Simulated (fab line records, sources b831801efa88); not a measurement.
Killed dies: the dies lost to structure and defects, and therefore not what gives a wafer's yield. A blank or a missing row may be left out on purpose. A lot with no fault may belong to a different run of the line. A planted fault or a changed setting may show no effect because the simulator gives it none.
Chamber matching    flow sfq-line    3 sister chambers for SFQ_TRILAYER_A5B_DEP_PECVD_129 on pecvd-04
The step deposits SiO2 from SiH4/N2O, time 133.33 s, target thk 600 nm. 6 wafers are shown with their chamber, then 8 later ones without.

== WAFERS PAIRED WITH THEIR CHAMBERS ==
wafer   chamber  throttle-valve-pct (%)  heater-power-w (W)
L689.6  2        24.7                    83
L691.4  2        24.9                    97
L693.2  0        25.6                    80
L693.3  1        23.2                    78
L693.4  0        25.5                    86
L702.1  1        23.2                    73

== WAFERS MISSING THEIR CHAMBER ==
wafer   throttle-valve-pct (%)  heater-power-w (W)
L702.3  25.0                    91
L702.4  23.2                    75
L703.1  25.2                    92
L703.2  25.5                    77
L703.4  25.3                    93
L706.1  25.4                    96
L706.4  25.6                    91
L706.5  25.1                    99

== CHAMBER TAKEN BY EACH ==
wafer    from the rows above       in truth
L702.3   2                         2
L702.4   1                         1
L703.1   can't be placed: 0 or 2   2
L703.2   0                         0
L703.4   0                         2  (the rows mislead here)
L706.1   0                         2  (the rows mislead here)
L706.4   0                         0
L706.5   can't be placed: 2 or 0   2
Correct placement for 4 of the 8. Can't be placed from these rows: 2 (the true chamber is among the candidates in 2). Number placed wrongly: 2.
How it was worked out, from the rows above alone: a wafer's distance from a chamber is the root of the sum, over the readings, of the square of ((its reading less the chamber's mean) divided by the reading's scatter). If the next closest chamber is less than 2 further off than the closest, the wafer can't be placed; otherwise it belongs to the closest. A chamber's mean is the mean of its shown wafers. The scatter is the square root of a quotient: the sum, over the shown wafers, of each reading's squared deviation from its chamber's mean, divided by wafers minus chambers.
